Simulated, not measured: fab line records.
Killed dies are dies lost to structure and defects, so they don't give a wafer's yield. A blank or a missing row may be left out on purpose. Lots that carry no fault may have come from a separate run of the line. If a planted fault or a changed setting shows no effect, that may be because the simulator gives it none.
Which of the tools did it? | flow sky130 | 18 wafers from 6 lots sampled at 2 of the route's 708 steps

== WHAT EACH GAUGE READ, for each wafer ==
SKY_SONOS_ONO_THK_MEAS_03.
lot  | measured     | on            | SONOS_ONO_CVD_02_THK (nm)
L776 | day 12 07:59 | film_metro-04 | 10.68 10.76 10.80
L779 | day 13 14:41 | film_metro-01 | 10.83 10.67 10.65
L780 | day 13 19:00 | film_metro-01 | 10.60 10.67 10.53
L785 | day 15 03:56 | film_metro-03 | 10.36 10.31 10.45
L791 | day 17 00:34 | film_metro-01 | 10.53 10.43 10.42
L793 | day 17 19:20 | film_metro-04 | 11.71 11.91 11.82

== TOOL THAT RAN EACH LOT (tool first, then ch and the chambers of the sampled wafers, then the start) ==
lot  | SKY_SONOS_ONO_CVD_02
L776 | lpcvd-02 ch 1, day 12 06:56
L779 | lpcvd-02 ch 1, day 13 13:37
L780 | lpcvd-02 ch 0, day 13 17:57
L785 | lpcvd-02 ch 0, day 15 02:53
L791 | lpcvd-02 ch 1, day 16 23:31
L793 | lpcvd-02 ch 1, day 17 18:17
- SKY_SONOS_ONO_CVD_02: deposits Si3N4 from DCS/NH3, target thk 10.5 nm, time 180 s.

== THE ANSWER, worked out from the rows above alone ==
Rule: usual is defined by the lots themselves. Put in order of their means at a reading, lots are off if they are a third of the lots or fewer, leave a main group of 4 or more, and stand apart from it by a gap of 3 or more times the standard deviation of the main group's means; of several such gaps the widest counts. The tables above print the reading to a certain number of digits; a main group whose means all agree to those digits is not used. Also off: a lot with no number at a reading for which 4 or more lots have one. The other lots that the step has rows for count as sound.
Off: L793, at SKY_SONOS_ONO_THK_MEAS_03 (SONOS_ONO_CVD_02_THK). The main group has a mean of 10.58 nm with a standard deviation of 0.14.
If a tool, at a process step before that reading, ran all the lots that are off and no sound lot after the first of them, it fits. Those tools and the gauges at SKY_SONOS_ONO_THK_MEAS_03 are tried in the same way. This does not decide it: 2 tools fit, namely lpcvd-02 at SKY_SONOS_ONO_CVD_02 and film_metro-04 at SKY_SONOS_ONO_THK_MEAS_03.

== WHAT THE SIMULATOR HAD INSERTED ==
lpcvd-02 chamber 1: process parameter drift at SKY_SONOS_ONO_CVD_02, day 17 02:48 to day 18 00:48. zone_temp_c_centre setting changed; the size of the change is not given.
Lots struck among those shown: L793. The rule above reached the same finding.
